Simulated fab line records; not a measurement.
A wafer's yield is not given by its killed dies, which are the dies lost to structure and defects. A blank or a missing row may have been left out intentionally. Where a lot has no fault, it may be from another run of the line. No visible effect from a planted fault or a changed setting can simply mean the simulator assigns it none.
Problem report in the 8D (eight disciplines) form, filled by code -- flow sky130 -- the parts of the form that need people (team, actions taken, sign-off) are left out

## 1. THE ISSUE
VIA4_HDPCVD_THK at SKY_VIA4_THK_MEAS_01 reads a mean of 2290 nm on 6 wafers of 2 lots; wafers without a fault read 1749 nm with a standard deviation of 22. Relative to the usual mean, that is a shift of +25 standard deviations.
Seen first at day 45 04:31 on filmMetro-03, wafer L519.2. At this step, 33 wafers from 11 lots have a number in the record. Rule for "out" (also "out of limits"): further than 4 standard deviations from the usual mean. All remaining wafers that have a number are taken as sound.

## 2. WHAT IT IS; WHAT IT IS NOT
question,is,is not
which readings at this step,VIA4_HDPCVD_THK,-
which lots,"L519, L520","L508, L509, L510, L512, L517, L525, L527, L529, L530"
which wafers of those lots,all that have a number,-
read on which gauges,"filmMetro-01, filmMetro-03",filmMetro-04
when,from day 45 04:31,"up to then (15 sound wafers); but 12 sound wafers of L525, L527, L529, L530 came after"

## 3. WHAT RULES OUT EACH SUSPECT
Counting: a tool at any process step up to the reading remains a suspect when it ran all the lots that are out and ran no sound lot after the first of those.
- the gauge at SKY_VIA4_THK_MEAS_01: ruled out. Those wafers that are out were read across 2 gauges (filmMetro-01, filmMetro-03).
- hdpcvd-02 at SKY_VIA4_HDPCVD_00 (deposits SiO2, target thk 1750 nm, time 291.7 s): ruled out as a lasting fault. Sound lots L529, L530 ran on it after its first lot that is out, L519 (day 45 04:19).
Left after counting: nothing in the record.

## 4. THE CAUSE (what the simulator had put in)
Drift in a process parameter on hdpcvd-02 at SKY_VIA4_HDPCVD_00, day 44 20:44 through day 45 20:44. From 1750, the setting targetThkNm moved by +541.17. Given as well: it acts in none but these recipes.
Counting ruled it out, wrongly: the rule takes a fault to strike every lot that its tool runs from its start on, and this one did not.

## 5. THE CHAIN OF EFFECTS, in route order
Rows list readings where the struck wafers' mean (over those with a number) sits beyond 3 standard deviations from the usual. Only readings whose record carries a usual standard deviation are examined. hours: median over the lots of the time between each lot's start at the first step of this table that gives one and its start at this step. sigmas: the change, counted in usual standard deviations.
hours,step,reading,usual,on struck wafers,change,sigmas
0,SKY_VIA4_THK_MEAS_01,VIA4_HDPCVD_THK,1749 nm,2290,+541,+25

## 6. WHAT WOULD HAVE CAUGHT IT SOONER
The first out-of-limits reading at a measuring or inspecting step in this record came at day 45 04:31, 8 hours after the fault's start at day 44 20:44.
Tool readings at SKY_VIA4_HDPCVD_00 with a usual standard deviation given in the record: none out on any struck wafer, hence no alarm at a limit of 4 standard deviations on them.
